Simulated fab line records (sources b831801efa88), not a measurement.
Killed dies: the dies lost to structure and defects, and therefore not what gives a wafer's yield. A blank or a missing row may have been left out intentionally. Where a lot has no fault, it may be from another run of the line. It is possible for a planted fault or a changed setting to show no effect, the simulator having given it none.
Problem report in the 8D (eight disciplines) form, filled by code / flow sky130 / the parts of the form that need people (team, actions taken, sign-off) are left out

## 1. THE ISSUE
Wafers free of any fault read 68.85 ohm/sq (standard deviation 0.16) for SD_N_RS at SKY_SD_N_RS_MEAS_16, against a mean of 70.83 ohm/sq on 6 wafers of 2 lots. Measured from the usual mean, that is +12 standard deviations.
The step: measures by four-point-probe.
First seen on wafer L128.3, day 32 13:53, on filmMetro-04. At this step, 33 wafers from 11 lots have a number in the record. By rule, "out" or "out of limits" means more than 4 standard deviations away from the usual mean. The other wafers with a number count as sound.

## 2. WHAT IT IS, AND WHAT IT ISN'T
question=which readings at this step | is=SD_N_RS | is not=-
question=which lots | is=L128, L129 | is not=L115, L118, L119, L122, L130, L131, L132, L136, L137
question=which wafers of those lots | is=all that have a number | is not=-
question=read on which gauges | is=filmMetro-04 | is not=filmMetro-01, filmMetro-02
question=when | is=from day 32 13:53 | is not=up to then (12 sound wafers); but 15 sound wafers of L130, L131, L132, L136, L137 came after

## 3. THE SUSPECTS, EACH WITH WHAT RULES IT OUT
Counting: a tool at a process step up to the reading stays a suspect if it ran every lot that is out and no sound lot after the first of them.
- the gauge at SKY_SD_N_RS_MEAS_16 has been ruled out. All the wafers that are out were read on filmMetro-04, but those of them that SKY_SD_N_IMPLANT_10 has rows for are out there too, on other tools.
- plasmaAsher-02 at SKY_LDD_HVP_STRIP_09 (strips in O2/N2): ruled out as a lasting fault. Sound lots L131, L132, L136 ran on it after its first lot that is out, L128 (day 26 13:16).
- implanter-03 at SKY_SD_N_IMPLANT_10: kept. All lots that are out passed through it, beginning with L128 at day 32 13:21, and no sound lot followed; its final sound lot before that point was L122 at day 30 19:19. Its own doseIonsCm2, faradayCurrentUA readings are out on those wafers.
The count leaves implanter-03 at SKY_SD_N_IMPLANT_10.

## 4. THE CAUSE (what the simulator had put in)
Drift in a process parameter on implanter-03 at SKY_SD_N_IMPLANT_10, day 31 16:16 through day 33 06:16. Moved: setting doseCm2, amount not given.
The count eliminated every tool but this one.

## 5. SEQUENCE OF EFFECTS, ordered by route
Each row: a reading whose mean over the struck wafers that have a number lies more than 3 standard deviations from the usual. Scope: only readings with a usual standard deviation given in the record; hours: median across lots of the time from each lot's start at the first step in this table that gives one to its start at this step; sigmas: change in usual standard deviations.
hours=0; step=SKY_SD_N_IMPLANT_10; reading=doseIonsCm2; usual=9.999e+13; on struck wafers=1.582e+13; change=-8.417e+13; sigmas=-99 or more
hours=0; step=SKY_SD_N_IMPLANT_10; reading=faradayCurrentUA; usual=501; on struck wafers=89; change=-412; sigmas=-9.8
hours=1; step=SKY_SD_N_RS_MEAS_16; reading=SD_N_RS; usual=68.85 ohm/sq; on struck wafers=70.83; change=+1.98; sigmas=+12
Here are the process steps it includes:
- SKY_SD_N_IMPLANT_10

## 6. HOW IT WOULD HAVE BEEN CAUGHT EARLIER
In this record the first reading out of limits at a measuring or inspecting step was taken at day 32 13:53, 22 hours after the fault began at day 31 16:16.
The tool's own readings at SKY_SD_N_IMPLANT_10 were out on every struck wafer that the step has a row for (doseIonsCm2, faradayCurrentUA): an alarm limit on them would have fired on the first of those.
Lots out: 2; of these, L129 started SKY_SD_N_IMPLANT_10 on implanter-03 after day 32 13:53. Holding the tool at that time would have saved it.
